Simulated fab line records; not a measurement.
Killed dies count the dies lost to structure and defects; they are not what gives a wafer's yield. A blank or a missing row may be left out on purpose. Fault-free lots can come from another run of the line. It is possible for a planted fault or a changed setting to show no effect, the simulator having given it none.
Struck lot and sound lot, side by side | flow sky130 | 31 out of 708 route steps
Sound: the wafers L166.1, L166.4, L166.5. Wafers struck: L173.3, L173.4, L173.6. The cause comes at the end.
Each step with rows lists, per side, the tool, then ch with its chambers, then its first start. Under that, the readings that differ: sound wafers | struck wafers | difference of the means | sigmas: that difference in standard deviations of wafers without a fault.
alike: readings with means less than 2 such deviations apart, plus words and numbers identical on both sides. not compared: withheld readings, readings lacking a value on some wafer, bounds such as >300 that could conceal the same value, and numbers that have no deviation in the record and whose values overlap.
The two part at a step that has a row with sigmas, a row that says differs or no value, or rows on one side only. Numbers that have no deviation but don't overlap get no sigmas and don't part them. A reading that every wafer of one side lacks parts them only if that side has two wafers or more.

first, 4 steps without rows for these wafers: SKY_LOCAL_INTERCONNECT_SOFTBAKE_07 (time 90 s); SKY_LOCAL_INTERCONNECT_EXPOSE_08 (exposes mask LI1M, target cd 170 nm); SKY_LOCAL_INTERCONNECT_PEB_09; SKY_LOCAL_INTERCONNECT_DEVELOP_10 (develop time 60 s).
SKY_LOCAL_INTERCONNECT_CD_MEAS_11: target cd 170 nm.
  sound on cdSem-02 at day 31 17:52; struck on cdSem-02 at day 34 20:09
  alike: cdNm
SKY_LOCAL_INTERCONNECT_OVL_MEAS_12:
  sound on overlay-01 at day 31 17:59; struck on overlay-01 at day 34 20:14
  alike: LOCAL_INTERCONNECT_OVL
SKY_LOCAL_INTERCONNECT_ETCH_13: etches BARC in N2/H2, stops on SiO2, time 45.9 s, target depth 60 nm.
  sound on rieMetal-01 ch 0,1, day 31 18:01; struck on rieMetal-01 ch 0,1, day 34 20:17
  alike: drypumpMotorCurrentA, oesProductAu, throttleValvePct
  not compared: rfHoursCounterH
SKY_LOCAL_INTERCONNECT_METAL_ETCH_14: etches TiN in Cl2/BCl3, stops on PSG, target depth 110 nm, time 31.4 s.
  sound on rieMetal-01 ch 0,1, day 31 18:05; struck on rieMetal-01 ch 0,1, day 34 20:20
  alike: drypumpMotorCurrentA, oesProductAu, throttleValvePct
  not compared: rfHoursCounterH
SKY_LOCAL_INTERCONNECT_STRIP_15: strips in O2/N2.
  sound on plasmaAsher-02 ch 1, day 31 18:08; struck on plasmaAsher-02 ch 0,1, day 34 20:25
  alike: drypumpMotorCurrentA, oesProductAu, stripTimeToEndpointS
  not compared: rfHoursCounterH
then, 3 steps without rows for these wafers: SKY_LOCAL_INTERCONNECT_STRIP_16 (strips in post etch residue remover, time 1200 s); SKY_LOCAL_INTERCONNECT_CLEAN_17 (cleans in IPA, time 180 s); SKY_LOCAL_INTERCONNECT_CLEAN_18 (cleans in O3/DIW).
SKY_CONTACT_CVD_00: deposits Si3N4, target thk 75 nm.
  sound on pecvd-03 ch 0,1, day 31 18:49; struck on pecvd-03 ch 0,1, day 34 20:59
  no value came back on the struck wafers for heaterPowerOuterW (W), heaterPowerW (W); on the sound wafers heaterPowerOuterW (W) reads 358 259 439
then, 1 step without rows for these wafers: SKY_CONTACT_HDPCVD_02 (deposits SiO2, target thk 565 nm, time 94.2 s).
SKY_CONTACT_CMP_04: polishes SiO2.
  sound on cmp-02 ch 0,1,2, day 31 19:02; struck on cmp-01 ch 0,3, day 34 21:13
  alike: motorCurrentA
SKY_CONTACT_BOW_MEAS_05:
  sound on filmMetro-04 at day 31 19:20; struck on filmMetro-04 at day 34 21:33
reading          | sound    | struck   | difference | sigmas
CONTACT_BOW (um) | 69 77 77 | 91 86 96 | +17        | +2
then, 8 steps without rows for these wafers: SKY_CONTACT_DEHYDRATE_06 (time 60 s); SKY_CONTACT_HMDS_07 (prime time 60 s); SKY_CONTACT_COAT_08 (resist thk 60 nm); SKY_CONTACT_COAT_09 (resist thk 450 nm); SKY_CONTACT_SOFTBAKE_10 (time 90 s); SKY_CONTACT_EXPOSE_11 (exposes mask CTM1, target cd 170 nm); SKY_CONTACT_PEB_12; SKY_CONTACT_DEVELOP_13 (develop time 60 s).
SKY_CONTACT_CD_MEAS_14: target cd 170 nm.
  sound on cdSem-02 at day 32 22:04; struck on cdSem-02 at day 35 23:49
  alike: cdNm
SKY_CONTACT_OVL_MEAS_15:
  sound on overlay-01 at day 32 22:11; struck on overlay-02 at day 35 23:54
  alike: CONTACT_OVL
then, 2 steps without rows for these wafers: SKY_CONTACT_ETCH_16 (etches BARC in N2/H2, stops on SiO2, time 45.9 s, target depth 60 nm); SKY_CONTACT_ETCH_17 (etches SiO2 in C4F8/O2/Ar, stops on Si3N4, target depth 340 nm).
SKY_CONTACT_ETCH_18: etches Si3N4 in CHF3/O2, stops on TiN, time 39 s, target depth 75 nm.
  sound: rieDiel-01 ch 0,1,3; struck: rieDiel-03 ch 0,1,2
reading                 | sound             | struck            | difference | sigmas
oesProductAu (a.u.)     | 0.874 0.855 0.856 | 0.372 0.368 0.372 | -0.491     | -61
throttleValvePct (%)    | 8.786 8.781 8.809 | 8.668 8.682 8.667 | -0.120     | -14
model.etch.depthNm (nm) | 76.41 75.37 75.53 | 0 0 0             | -76        | 
  alike: O2_flow_sccm, drypumpMotorCurrentA
  not compared: rfHoursCounterH
SKY_CONTACT_STRIP_19: strips in O2/N2.
  sound on plasmaAsher-02 ch 0,1, day 32 22:22; struck on plasmaAsher-02 ch 0,1, day 36 00:05
reading                  | sound             | struck            | difference | sigmas
stripTimeToEndpointS (s) | 3.636 3.639 3.652 | 3.571 3.577 3.589 | -0.063     | -2
  alike: drypumpMotorCurrentA, oesProductAu
  not compared: rfHoursCounterH
-- the record jumps here: 13 days lie between the struck wafers' starts before and after (it left off in module CONTACT and takes up again in module PAD_OPEN, whose first step shown is number 708 of the route) --
SKY_PAD_OPEN_PROBE_99:
  sound on prober-01 at day 46 21:32; struck on prober-01 at day 49 03:05
reading          | sound    | struck      | difference | sigmas
killedAtContacts | 26 27 17 | 422 425 429 | +402       | +79
killedDies       | 88 87 85 | 492 492 492 | +405       | +46
killedOnRim      | 21 14 11 | 96 96 96    | +81        | +20
  alike: killed_at_M0_to_M3, killed_at_M4_up, killedAtFrontEnd, killedAtOther, killedOpen, killedShort

## WHERE THEY PART
Last at SKY_PAD_OPEN_PROBE_99 as far as this record goes, first at SKY_CONTACT_CVD_00.

WHY: what had been put in by the simulator
Entire step skipped (pecvd-03, SKY_CONTACT_CVD_00), from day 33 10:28 onward. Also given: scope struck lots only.
